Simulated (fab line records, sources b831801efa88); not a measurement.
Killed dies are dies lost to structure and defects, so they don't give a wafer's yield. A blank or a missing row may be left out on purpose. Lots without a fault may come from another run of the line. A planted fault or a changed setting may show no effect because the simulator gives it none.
Chamber matching | flow gf180mcu | GF_V1_CMP_04 on cmp-02: 4 sister chambers
The step polishes SiO2. 7 wafers are shown with their chamber, then 7 later ones without.

WAFERS WITH THEIR CHAMBER
wafer  | chamber | motor_current_A (A) | head_pressure_psi (psi)
L543.1 | 1       | 12.7                | 3.978
L543.2 | 3       | 10.0                | 3.995
L545.1 | 2       | 12.0                | 4.006
L545.2 | 1       | 13.0                | 4.002
L545.5 | 0       | 12.9                | 3.993
L546.1 | 3       | 10.5                | 4.000
L546.2 | 0       | 12.9                | 4.009

WAFERS WITHOUT THEIR CHAMBER
wafer  | motor_current_A (A) | head_pressure_psi (psi)
L546.6 | 11.6                | 4.012
L549.3 | 12.5                | 3.990
L549.4 | 13.0                | 4.003
L549.6 | 11.5                | 4.002
L550.4 | 11.5                | 3.992
L550.5 | 13.0                | 3.991
L550.6 | 11.8                | 3.997

WHICH CHAMBER EACH WENT THROUGH
wafer  | from the rows above          | in truth
L546.6 | 2                            | 2
L549.3 | can't be placed: 1 or 0 or 2 | 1
L549.4 | can't be placed: 0 or 1      | 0
L549.6 | 2                            | 2
L550.4 | 2                            | 2
L550.5 | can't be placed: 1 or 0      | 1
L550.6 | 2                            | 2
Placed correctly: 4 of 7. Can't be placed from these rows: 3 (the true chamber is among the candidates in 3). Placed wrongly: 0.
How it was worked out, from the rows above alone: a wafer's distance from a chamber is the root of the sum, over the readings, of the square of ((its reading less the chamber's mean) divided by the reading's scatter). The wafer belongs to the nearest chamber; if the next one is less than 2 further off, it can't be placed. A chamber's mean is the mean of its shown wafers. The scatter: the root of (the sum of the squares of (reading less its chamber's mean) over the shown wafers, divided by (wafers less chambers)).
